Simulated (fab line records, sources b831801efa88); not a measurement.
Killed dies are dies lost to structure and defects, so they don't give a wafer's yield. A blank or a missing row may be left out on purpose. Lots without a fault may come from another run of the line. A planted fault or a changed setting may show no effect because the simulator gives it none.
fab line records | flow sky130 | part 2 of 2: steps 29 to 37 of 37
record lots=5 wafers=15 last_day=49
route steps=708 shown LOCAL_INTERCONNECT@395 CONTACT@406
lots that met no fault: from a run of the same line without faults
start_h: hours from the record's first day to the start of the lot's first wafer shown | wait_h: hours since the lot's step before | " the same as in the row above | L1.1+2: a row that stands for several wafers | - no value, or no start given | * or withheld: withheld | < > ~ a bound
route shown NAME@n: a module of which the file shows steps, and the number in the route of the first | usual: mean/standard deviation of fault-free wafers | same: alike in all rows | chamber/n: place in a boat | sites: the reading at each site | _std_site: their standard deviation | _edge_site: outer sites' mean less inner sites' | radius_mm: how far each site lies from the wafer's centre | mask NAME#n: copy n | behind: the tool/chamber that last shaped the wafer | hold: why the lot was held/for how many hours/how that ended | device: the transistor (n, p or np) that didn't switch | end of line: the same wafers' tests at the end of the route | a step without rows: its recipe alone | killed: dies lost to structure and defects at the first sort, not the wafer's yield | map: a wafer's dies, x killed, . not, _ none there
set.NAME: the setting as run; set.NAME@STEP: as run at that earlier step | model.NAME: the simulator's own value behind a step, which no gauge read
lots at some steps of the route; a table a step, a row a wafer
services: from which hour (start_h, from the record's first day; less than 0 if before it) a tool's chamber was out of use, for how many hours, and why
## steps
# step SKY_CONTACT_ETCH_17
# recipe target=SiO2 chemistry=C4F8/O2/Ar stop_on=Si3N4 mask_material=KrF-thick source_w=1500 bias_w=1200 pressure_mtorr=40 c4f8_flow_sccm=withheld O2_flow_sccm=6 Ar_flow_sccm=300 time_s=withheld target_depth_a=3400
# usual oes_product_au=0.892/0.0046
# columns lot.wafer tool chamber start_h wait_h oes_product_au
L083.1 rie_diel-04 0 800.45 0.0 0.890
L083.3 " 2 " " 0.891
L083.4 " 1 " " 0.897
L087.2 rie_diel-03 2 847.95 0.0 0.889
L087.4 " 0 " " 0.894
L087.6 " 2 " " 0.886
L089.1 rie_diel-04 0 852.69 0.0 0.887
L089.3 " 3 " " 0.892
L089.5 " 3 " " 0.892
L092.1 rie_diel-04 0 879.70 0.0 0.898
L092.3 " 3 " " 0.898
L092.6 " 0 " " 0.893
L094.1 rie_diel-02 2 888.52 0.0 0.895
L094.4 " 1 " " 0.897
L094.6 " 2 " " 0.897
# step SKY_CONTACT_ETCH_18
# recipe target=Si3N4 chemistry=CHF3/O2 stop_on=TiN source_w=600 bias_w=200 pressure_mtorr=40 chf3_flow_sccm=50 O2_flow_sccm=5 time_s=39 target_depth_a=750
# usual drypump_motor_current_A=5.8/0.46 oes_product_au=0.855/0.0069 throttle_valve_pct=8.792/0.0088
# columns lot.wafer tool chamber start_h wait_h drypump_motor_current_A oes_product_au rf_hours_counter_h throttle_valve_pct
L083.1 rie_diel-04 0 - - 6.0 0.859 4 8.806
L083.3 " 2 " " 5.2 0.843 5 8.783
L083.4 " 1 " " 5.7 0.860 5 8.791
L087.2 rie_diel-03 2 - - 5.6 0.847 15 8.786
L087.4 " 0 " " 6.5 0.868 7 8.781
L087.6 " 2 " " 5.6 0.854 - 8.808
L089.1 rie_diel-04 0 - - 6.0 0.851 5 8.803
L089.3 " 3 " " 6.3 0.854 18 8.798
L089.5 " 3 " " 6.3 0.846 - 8.785
L092.1 rie_diel-04 0 - - 6.1 0.856 6 8.784
L092.3 " 3 " " 6.3 0.848 19 8.793
L092.6 " 0 " " 6.1 0.852 - 8.784
L094.1 rie_diel-02 2 - - 5.9 0.839 11 8.785
L094.4 " 1 " " 6.2 0.860 1 8.795
L094.6 " 2 " " 5.9 0.860 - 8.790
# step SKY_CONTACT_STRIP_19
# recipe chemistry=O2/N2 power_w=1400 pressure_mtorr=1500 platen_temp_c=withheld o2_flow_sccm=3000 n2_flow_sccm=300 overash_fraction=0.5
# usual drypump_motor_current_A=5.7/0.59 oes_product_au=0.381/0.0048 strip_time_to_endpoint_s=3.624/0.029
# columns lot.wafer tool chamber start_h wait_h drypump_motor_current_A oes_product_au rf_hours_counter_h strip_time_to_endpoint_s
L083.1 plasma_asher-02 0 800.54 - 5.9 0.377 99 3.634
L083.3 " 1 " " 6.2 0.381 - 3.615
L083.4 " 0 " " 5.9 0.384 - 3.634
L087.2 plasma_asher-04 1 848.04 - 5.4 0.385 10 3.651
L087.4 " 1 " " 5.5 0.384 - 3.627
L087.6 " 0 " " 5.3 0.382 - 3.653
L089.1 plasma_asher-01 0 852.78 - 6.5 0.385 71 3.623
L089.3 " 1 " " 4.9 0.386 - 3.612
L089.5 " 0 " " 6.5 0.383 - 3.606
L092.1 plasma_asher-01 1 879.79 - 4.9 0.374 74 3.613
L092.3 " 1 " " 4.9 0.393 - 3.619
L092.6 " 0 " " 6.6 0.378 - 3.631
L094.1 plasma_asher-04 1 888.61 - 5.4 0.379 14 3.613
L094.4 " 1 " " 5.5 0.385 - 3.634
L094.6 " 0 " " 5.3 0.380 - 3.582
# step SKY_CONTACT_STRIP_20
# recipe chemistry=post_etch_residue_remover time_s=1200 temp_c=72.5
# usual bath_guard_temp_C=72.3/0.53
# columns lot.wafer tool chamber start_h wait_h bath_guard_temp_C
L083.1 wet_bench-03 2 800.64 0.1 71.5
L083.3 " 2 " " 71.7
L083.4 " 2 " " 71.6
L087.2 wet_bench-02 2 848.14 0.1 72.9
L087.4 " 2 " " 73.3
L087.6 " 2 " " 73.0
L089.1 wet_bench-01 2 852.88 0.1 72.6
L089.3 " 2 " " 72.5
L089.5 " 2 " " 72.8
L092.1 wet_bench-01 1 879.89 0.1 72.5
L092.3 " 1 " " 72.1
L092.6 " 1 " " 72.6
L094.1 wet_bench-01 0 888.71 0.1 71.9
L094.4 " 0 " " 72.1
L094.6 " 0 " " 72.2
# step SKY_CONTACT_CLEAN_21
# recipe chemistry=IPA time_s=180 temp_c=25
# columns lot.wafer tool chamber start_h wait_h
L083.1+3+4 wet_bench-03 3 800.98 0.0
L087.2+4+6 wet_bench-01 2 848.51 0.0
L089.1+3+5 wet_bench-03 3 853.22 0.0
L092.1+3+6 wet_bench-03 1 880.23 0.0
L094.1+4+6 wet_bench-03 0 889.09 0.0
# step SKY_CONTACT_CLEAN_22
# recipe chemistry=O3/DIW dry=n2_spin
# columns lot.wafer tool chamber start_h wait_h
L083.1+3+4 wet_bench-02 1 801.04 0.0
L087.2+4+6 wet_bench-02 3 848.57 0.0
L089.1+3+5 wet_bench-02 3 853.28 0.0
L092.1+3+6 wet_bench-01 2 880.29 0.0
L094.1+4+6 wet_bench-02 2 889.15 0.0
# step SKY_CONTACT_SPUTTER_23
# recipe material=TiN target_thk_nm=20 chamber_pressure_pa=5 power_w=4000 time_s=80
# usual throttle_valve_pct=30.5/0.68
# columns lot.wafer tool chamber start_h wait_h throttle_valve_pct
L083.1 pvd_sputter-02 - 801.13 0.0 30.0
L083.3 " - " " 29.4
L083.4 " - " " 29.7
L087.2 pvd_sputter-03 - 848.67 0.0 30.4
L087.4 " - " " 30.6
L087.6 " - " " 30.7
L089.1 pvd_sputter-03 - 853.38 0.0 30.5
L089.3 " - " " 31.0
L089.5 " - " " 30.1
L092.1 pvd_sputter-03 - 880.38 0.0 30.0
L092.3 " - " " 30.6
L092.6 " - " " 30.5
L094.1 pvd_sputter-04 - 889.25 0.0 29.3
L094.4 " - " " 31.4
L094.6 " - " " 29.5
# step SKY_CONTACT_CVD_24
# recipe material=W target_thk_nm=340 time_s=102.12 temp_c=400 pressure_torr=40
# usual heater_power_w=906/110
# columns lot.wafer tool chamber start_h wait_h heater_power_w
L083.1 cvd_w-01 0 801.19 0.0 1026
L083.3 " 0 " " 988
L083.4 " 1 " " 762
L087.2 cvd_w-02 1 848.73 0.0 831
L087.4 " 1 " " 822
L087.6 " 0 " " 1026
L089.1 cvd_w-02 1 853.44 0.0 811
L089.3 " 1 " " 826
L089.5 " 0 " " 1006
L092.1 cvd_w-01 0 880.44 0.0 994
L092.3 " 0 " " 1018
L092.6 " 0 " " 1004
L094.1 cvd_w-02 0 889.31 0.0 1028
L094.4 " 0 " " 1032
L094.6 " 0 " " 1004
# step SKY_CONTACT_RS_MEAS_25
# recipe thk_meas_gauge=four-point-probe reads=W_of_CONTACT_CVD_24+TiN_of_CONTACT_SPUTTER_23
# usual CONTACT_W_RS=0.338/0.005
# columns lot.wafer tool chamber start_h wait_h CONTACT_W_RS[ohm/sq]
L083.1 film_metro-01 - 801.30 0.1 0.329
L083.3 " - " " 0.326
L083.4 " - " " 0.335
L087.2 film_metro-02 - 848.86 0.1 0.341
L087.4 " - " " 0.339
L087.6 " - " " 0.336
L089.1 film_metro-02 - 853.55 0.1 0.344
L089.3 " - " " 0.345
L089.5 " - " " 0.344
L092.1 film_metro-01 - 880.55 0.1 0.332
L092.3 " - " " 0.329
L092.6 " - " " 0.328
L094.1 film_metro-01 - 889.42 0.1 0.341
L094.4 " - " " 0.338
L094.6 " - " " 0.344
## services
# columns tool chamber start_h hours kind
cmp-01 - 742.12 5.6 pm
krf_scanner-01 - 742.41 1.3 pm
krf_scanner-01 - 750.11 2.7 repair
krf_scanner-02 - 752.81 0.8 pm
hdpcvd-02 0 771.46 17.5 repair
krf_scanner-01 - 773.26 4.0 pm
rie_diel-02 1 776.63 1.7 repair
rie_diel-02 2 777.34 4.0 repair
rie_metal-01 0 780.36 27.9 repair
plasma_asher-01 - 784.87 1.8 repair
rie_diel-02 - 794.17 4.3 pm
cmp-01 - 795.19 0.7 repair
krf_scanner-02 - 795.23 1.0 pm
krf_scanner-02 - 805.45 0.6 repair
rie_diel-04 - 823.08 2.8 pm
plasma_asher-02 - 823.26 0.6 repair
krf_scanner-02 - 827.69 1.3 pm
rie_diel-04 0 828.52 2.5 repair
wet_bench-03 - 831.48 1.7 repair
rie_diel-04 2 835.11 3.0 repair
wet_bench-02 - 842.03 2.9 repair
plasma_asher-02 - 872.13 4.0 repair
rie_diel-04 1 875.24 8.5 repair
krf_scanner-01 - 877.77 0.8 pm
